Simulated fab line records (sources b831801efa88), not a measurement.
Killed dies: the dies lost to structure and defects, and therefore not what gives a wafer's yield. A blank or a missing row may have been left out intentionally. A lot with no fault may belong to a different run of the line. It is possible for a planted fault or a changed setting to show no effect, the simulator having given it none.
Comparing a struck lot with a sound one	flow sky130	23 out of 708 route steps
Sound: the wafers L215.1, L215.2, L215.6. Struck: wafer L212.6; the same lot's L212.3 was not struck, so it is left out; see the end for the cause.
For every step that has rows: the tool of each side, followed by ch and its chambers, followed by its first start. Under that, the readings that differ: sound wafers	struck wafers	difference of the means	sigmas: that difference in standard deviations of wafers without a fault.
alike: a reading whose means differ by less than 2 such deviations, as well as words and numbers matching on both sides. not compared: withheld readings; readings where some wafer has no value; bounds like >300 that might hide an equal value; numbers whose values overlap and for which the record gives no deviation.
The two part at a step that has a row with sigmas, a row that says differs or no value, or rows on one side only. Numbers that have no deviation but don't overlap get no sigmas and don't part them. A reading missing from all wafers of one side parts the sides only when that side holds two or more wafers.

SKY_METAL3_ETCH_17: etches SiO2 in C4F8/O2/Ar, stops on TiN, time 3.9 s, target depth 15 nm.
  sound on rie_diel-02 ch 1,3, day 41 21:53; struck on rie_diel-03 ch 3, day 41 07:25
  alike: oes_product_au
  not compared: rf_hours_counter_h
SKY_METAL3_METAL_ETCH_18: etches the open film in Cl2/BCl3, stops on SiO2, target depth 845 nm, time 183.1 s.
  sound on rie_metal-01 ch 0,1, day 41 21:54; struck on rie_metal-04 ch 0, day 41 07:29
reading	sound	struck	difference	sigmas
bcl3_flow_sccm (sccm)	30.01 30.20 30.07	29.87	-0.22	-2
  alike: drypump_motor_current_A, oes_product_au, throttle_valve_pct
  not compared: rf_hours_counter_h
SKY_METAL3_STRIP_19: strips in O2/N2.
  sound on plasma_asher-01 ch 0,1, day 41 22:05; struck on plasma_asher-01 ch 1, day 41 07:38
  alike: drypump_motor_current_A, oes_product_au, strip_time_to_endpoint_s
  not compared: rf_hours_counter_h
then, 4 steps without rows for these wafers: SKY_METAL3_STRIP_20 (strips in post etch residue remover, time 1200 s); SKY_METAL3_CLEAN_21 (cleans in IPA, time 180 s); SKY_METAL3_CLEAN_22 (cleans in O3/DIW); SKY_VIA3_HDPCVD_00 (deposits SiO2, target thk 1635 nm, time 272.5 s).
SKY_VIA3_THK_MEAS_01:
  struck on film_metro-03, day 41 08:26; sound on film_metro-02, day 41 22:50
  alike: VIA3_HDPCVD_THK
SKY_VIA3_CMP_02: polishes SiO2.
  sound on cmp-02 ch 0,2, day 41 22:54; struck on cmp-02 ch 1, day 41 08:34
  alike: motor_current_A
SKY_VIA3_BOW_MEAS_03:
  struck on film_metro-04, day 41 08:49; sound on film_metro-04, day 41 23:12
  alike: VIA3_BOW
then, 2 steps without rows for these wafers: SKY_VIA3_DEHYDRATE_04 (time 60 s); SKY_VIA3_HMDS_05 (prime time 60 s).
SKY_VIA3_COAT_06: resist thk 60 nm.
  sound on litho_track-03 ch 0, day 42 10:55; struck on litho_track-04 ch 0, day 41 20:56
then, 5 steps without rows for these wafers: SKY_VIA3_COAT_07 (resist thk 450 nm); SKY_VIA3_SOFTBAKE_08 (time 90 s); SKY_VIA3_EXPOSE_09 (exposes mask VIM3, target cd 200 nm); SKY_VIA3_PEB_10; SKY_VIA3_DEVELOP_11 (develop time 60 s).
SKY_VIA3_CD_MEAS_12 targets a cd of 200 nm.
  struck on cd_sem-02, day 42 08:34; sound on cd_sem-02, day 42 22:40
  alike: cd_nm
SKY_VIA3_OVL_MEAS_13:
  struck on overlay-02, day 42 08:39; sound on overlay-01, day 42 22:47
  alike: VIA3_OVL
SKY_VIA3_ETCH_14: etches BARC in N2/H2, stops on SiO2, time 45.9 s, target depth 60 nm.
  sound on rie_diel-01 ch 0,2, day 42 22:49; struck on rie_diel-03 ch 1, day 42 08:40
reading	sound	struck	difference	sigmas
oes_product_au (a.u.)	0.856 0.852 0.859	0.888	+0.032	+7
model.etch.depth_nm (nm)	60.28 60.23 60.13	63.57	+3.36	
  alike: drypump_motor_current_A, throttle_valve_pct
  not compared: rf_hours_counter_h
SKY_VIA3_ETCH_15: etches SiO2 in C4F8/O2/Ar, stops on TiN, target depth 507 nm, time 78 s.
  sound on rie_diel-01 ch 0,2, day 42 22:52; struck on rie_diel-03 ch 1, day 42 08:43
  alike: oes_product_au
SKY_PAD_OPEN_PROBE_99:
  the record has rows for the sound wafers here (prober-01, day 48 12:24) and none for the struck ones

WHERE THEY PART
First at SKY_METAL3_METAL_ETCH_18; last, within this record, at SKY_PAD_OPEN_PROBE_99.

WHY: the cause the simulator had injected
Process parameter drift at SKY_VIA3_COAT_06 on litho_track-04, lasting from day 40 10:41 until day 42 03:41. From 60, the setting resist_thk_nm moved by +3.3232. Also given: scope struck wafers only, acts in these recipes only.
